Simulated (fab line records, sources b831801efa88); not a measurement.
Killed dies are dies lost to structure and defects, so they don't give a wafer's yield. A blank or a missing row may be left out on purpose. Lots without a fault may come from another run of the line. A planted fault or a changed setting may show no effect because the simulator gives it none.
Which tool did it? | flow sfq_line | 14 lots, 42 wafers sampled, at 2 steps of a route of 325

WHAT THE GAUGES READ, wafer by wafer
SFQ_M5_OVL_MEAS_932. Usual: M5_OVL 0 nm, standard deviation 4.9.
lot  | measured     | on         | M5_OVL (nm) | flag
L552 | day 57 21:43 | overlay-02 | -1 3 3      |
L553 | day 57 22:56 | overlay-02 | 1 2 -2      |
L554 | day 58 01:19 | overlay-02 | -1 7 7      |
L555 | day 58 07:20 | overlay-02 | 6 2 -1      |
L557 | day 58 14:32 | overlay-02 | 1 -8 0      |
L559 | day 59 19:21 | overlay-01 | 0 1 6       |
L562 | day 60 23:41 | overlay-01 | 0 2 -1      |
L563 | day 61 03:16 | overlay-02 | -4 -5 1     |
L564 | day 61 08:12 | overlay-02 | 5 0 7       |
L565 | day 61 13:00 | overlay-01 | 2 -2 3      |
L566 | day 61 17:56 | overlay-01 | 0 -3 -1     |
L567 | day 61 22:43 | overlay-01 | 1 -5 -4     |
L572 | day 63 20:06 | overlay-01 | -2 -3 -11   |
L573 | day 64 02:22 | overlay-01 | 4 6 6       |

WHICH TOOL RAN EACH LOT (tool, then ch and the chambers of the sampled wafers, then the start)
lot  | SFQ_TRILAYER_JJ_TRILAYER_DEP_SPUTTER_109
L552 | pvd_sputter-06, day 51 23:58
L553 | pvd_sputter-04, day 52 01:10
L554 | pvd_sputter-05, day 52 03:34
L555 | pvd_sputter-04, day 52 09:32
L557 | pvd_sputter-06, day 52 20:17
L559 | pvd_sputter-06, day 54 05:53
L562 | pvd_sputter-04, day 55 06:37
L563 | pvd_sputter-06, day 55 19:37
L564 | pvd_sputter-05, day 55 23:13
L565 | pvd_sputter-05, day 56 08:19
L566 | pvd_sputter-06, day 56 14:19
L567 | pvd_sputter-06, day 56 22:55
L572 | pvd_sputter-04, day 58 14:19
L573 | pvd_sputter-06, day 58 18:31
- SFQ_TRILAYER_JJ_TRILAYER_DEP_SPUTTER_109: material Nb, target thk 150 nm, time 100 s.

WHAT THE TOOLS THEMSELVES READ (means of the sampled wafers that have a number; where no wafer has one, the mark that the record gives instead)
SFQ_TRILAYER_JJ_TRILAYER_DEP_SPUTTER_109. Usual: substrate_temp_c 19.99 C, standard deviation 0.1; throttle_valve_pct 30.1 %, standard deviation 1.
lot  | tool           | substrate_temp_c (C) | throttle_valve_pct (%) | flag
L552 | pvd_sputter-06 | 20.03                | 29.7                   |
L553 | pvd_sputter-04 | 19.97                | 29.4                   |
L554 | pvd_sputter-05 | 19.90                | 30.0                   |
L555 | pvd_sputter-04 | 20.05                | 30.1                   |
L557 | pvd_sputter-06 | 20.10                | 30.5                   |
L559 | pvd_sputter-06 | 20.05                | 30.1                   |
L562 | pvd_sputter-04 | 20.01                | 30.8                   |
L563 | pvd_sputter-06 | 20.11                | 30.3                   |
L564 | pvd_sputter-05 | 19.94                | 31.2                   |
L565 | pvd_sputter-05 | 20.12                | 30.8                   |
L566 | pvd_sputter-06 | 20.05                | 30.6                   |
L567 | pvd_sputter-06 | 19.88                | 30.5                   |
L572 | pvd_sputter-04 | 20.02                | 28.8                   |
L573 | pvd_sputter-06 | 19.90                | 30.3                   |

THE ANSWER, worked out from the rows above alone
Rule: a lot is off if the mean of its wafers that have a number lies more than 3 standard deviations from the usual mean. A lot without any number at a reading at which 4 lots or more have one is off too. The other lots that the step has rows for count as sound. The gauges are gone through in route order, then the tools' own readings, and for those a lot's mean is taken as printed above. The first step at which some lot is off is used, and at that step the reading that is off furthest; a lot without a number counts as furthest.
No lot is off at any reading shown: from this, nothing can be told.

WHAT THE SIMULATOR HAD PUT IN
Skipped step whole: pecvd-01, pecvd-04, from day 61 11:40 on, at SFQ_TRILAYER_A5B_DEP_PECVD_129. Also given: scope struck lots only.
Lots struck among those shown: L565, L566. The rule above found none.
